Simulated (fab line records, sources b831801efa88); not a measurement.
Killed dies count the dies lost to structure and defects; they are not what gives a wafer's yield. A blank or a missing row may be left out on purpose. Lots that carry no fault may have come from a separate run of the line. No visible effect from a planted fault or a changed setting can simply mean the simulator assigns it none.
Matching of chambers :: flow sky130 :: pecvd-03 running SKY_CAPM_CVD_00: 3 sister chambers
The step deposits SiO2, target thk 15.5 nm. 6 wafers are shown with their chamber, then 12 later ones without.

WAFERS, EACH WITH ITS CHAMBER
wafer: L087.3
chamber: 1
heater power w (W): 756

wafer: L087.6
chamber: 1
heater power w (W): 747

wafer: L091.5
chamber: 0
heater power w (W): 634

wafer: L093.1
chamber: 0
heater power w (W): 708

wafer: L093.2
chamber: 2
heater power w (W): 559

wafer: L093.3
chamber: 2
heater power w (W): 561

WAFERS WITHOUT THEIR CHAMBER
wafer: L094.1
heater power w (W): 640

wafer: L094.2
heater power w (W): 677

wafer: L094.3
heater power w (W): 634

wafer: L094.4
heater power w (W): 667

wafer: L094.5
heater power w (W): 629

wafer: L094.6
heater power w (W): 688

wafer: L096.1
heater power w (W): 648

wafer: L096.2
heater power w (W): 679

wafer: L096.5
heater power w (W): 671

wafer: L095.4
heater power w (W): 714

wafer: L095.5
heater power w (W): 584

wafer: L095.6
heater power w (W): 708

CHAMBER TAKEN BY EACH
wafer: L094.1
from the rows above: can't be placed: 0 or 2
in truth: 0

wafer: L094.2
from the rows above: 0
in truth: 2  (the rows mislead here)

wafer: L094.3
from the rows above: can't be placed: 0 or 2
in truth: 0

wafer: L094.4
from the rows above: 0
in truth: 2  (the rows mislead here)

wafer: L094.5
from the rows above: can't be placed: 0 or 2
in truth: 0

wafer: L094.6
from the rows above: can't be placed: 0 or 1
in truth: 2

wafer: L096.1
from the rows above: 0
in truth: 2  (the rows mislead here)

wafer: L096.2
from the rows above: 0
in truth: 0

wafer: L096.5
from the rows above: 0
in truth: 0

wafer: L095.4
from the rows above: can't be placed: 1 or 0
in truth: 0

wafer: L095.5
from the rows above: 2
in truth: 2

wafer: L095.6
from the rows above: can't be placed: 0 or 1
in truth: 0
3 of 12 placed correctly. Cannot be placed on the basis of these rows: 6; the candidates contain the true chamber in 5. 3 placed wrongly.
How it was worked out, from the rows above alone: a wafer's distance from a chamber is the root of the sum, over the readings, of the square of ((its reading less the chamber's mean) divided by the reading's scatter). If the next closest chamber is less than 2 further off than the closest, the wafer can't be placed; otherwise it belongs to the closest. A chamber's mean is the mean of its shown wafers. How the scatter is found: for the shown wafers, subtract from each reading the mean of its chamber, square and add these, divide the total by (wafers less chambers), then take the root.
